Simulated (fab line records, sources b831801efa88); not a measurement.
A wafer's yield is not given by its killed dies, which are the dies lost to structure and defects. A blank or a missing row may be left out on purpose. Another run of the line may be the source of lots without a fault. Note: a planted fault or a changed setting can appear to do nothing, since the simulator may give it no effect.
Struck lot and sound lot, side by side :: flow sky130 :: 15 steps out of a route of 708
Sound: wafers L492.3, L492.4, L492.5. Struck: wafer L490.6. (L490.3 of the same lot was not struck and is left out.) The cause comes at the end.
Per side, at each step with rows, come the tool, then ch with its chambers, and then its first start. Under that, the readings that differ: sound wafers :: struck wafers :: difference of the means :: sigmas: that difference in standard deviations of wafers without a fault.
alike: a reading whose means differ by less than 2 such deviations, as well as words and numbers matching on both sides. not compared: withheld readings; readings where some wafer has no value; bounds like >300 that might hide an equal value; numbers whose values overlap and for which the record gives no deviation.
Wherever a step has rows on one side only, a row that says differs or no value, or a row with sigmas, the two part there. Numbers that don't overlap but have no deviation are shown without sigmas and don't part them. A reading that every wafer of one side lacks parts them only if that side has two wafers or more.

SKY_NWELL_TW_MEAS_26:
  struck on film metro-02, day 9 15:04; sound on film metro-01, day 9 21:49
  alike: NWELL_2_TW
then, 1 step without rows for these wafers: SKY_NWELL_CLEAN_27 (cleans in SC1/SC2, time 150 s).
SKY_NWELL_RTA_28: time 30 s.
  sound on rtp anneal-02 ch 0, day 9 21:56; struck on rtp anneal-02 ch 0, day 9 15:11
  alike: lamp power pct, ramp down c per s, wafer_temp_C_max
SKY_NWELL_RS_MEAS_29: measurement is done with a four-point probe.
  struck on film metro-03, day 9 15:17; sound on film metro-03, day 9 22:03
  alike: NWELL_RS
SKY_NWELL_RS_MEAS_31: measurement is done with a four-point probe.
  struck on film metro-03, day 9 15:32; sound on film metro-03, day 9 22:17
  alike: PWDE_RS
then, 6 steps without rows for these wafers: SKY_VT_ADJUST_HVTP_DEHYDRATE_00 (time 60 s); SKY_VT_ADJUST_HVTP_HMDS_01 (prime time 60 s); SKY_VT_ADJUST_HVTP_COAT_02 (resist thk 1140 nm); SKY_VT_ADJUST_HVTP_SOFTBAKE_03 (time 60 s); SKY_VT_ADJUST_HVTP_EXPOSE_04 (exposes mask HVTPM, target cd 380 nm); SKY_VT_ADJUST_HVTP_PEB_05.
SKY_VT_ADJUST_HVTP_DEVELOP_06: develop time 60 s.
  sound on litho track-02 ch 0, day 10 20:16; struck on litho track-01 ch 0, day 10 12:52
  alike: developer temp C, resist line temp C
SKY_VT_ADJUST_HVTP_CD_MEAS_07 targets a cd of 380 nm.
  struck on cd sem-01, day 10 13:00; sound on cd sem-02, day 10 20:25
reading: cd nm (nm)
sound: 384.7 384.1 382.8
struck: 366.7
difference: -17.2
sigmas: -6
SKY_VT_ADJUST_HVTP_OVL_MEAS_08:
  struck on overlay-02, day 10 13:05; sound on overlay-01, day 10 20:30
  alike: VT_ADJUST_HVTP_OVL
SKY_PAD_OPEN_PROBE_99:
  sound wafers here have rows in the record (prober-01, day 50 00:17); struck ones have none

## WHERE THEY PART
At SKY_VT_ADJUST_HVTP_CD_MEAS_07 first; at SKY_PAD_OPEN_PROBE_99 last (within this record only).

WHY: what had been put in by the simulator
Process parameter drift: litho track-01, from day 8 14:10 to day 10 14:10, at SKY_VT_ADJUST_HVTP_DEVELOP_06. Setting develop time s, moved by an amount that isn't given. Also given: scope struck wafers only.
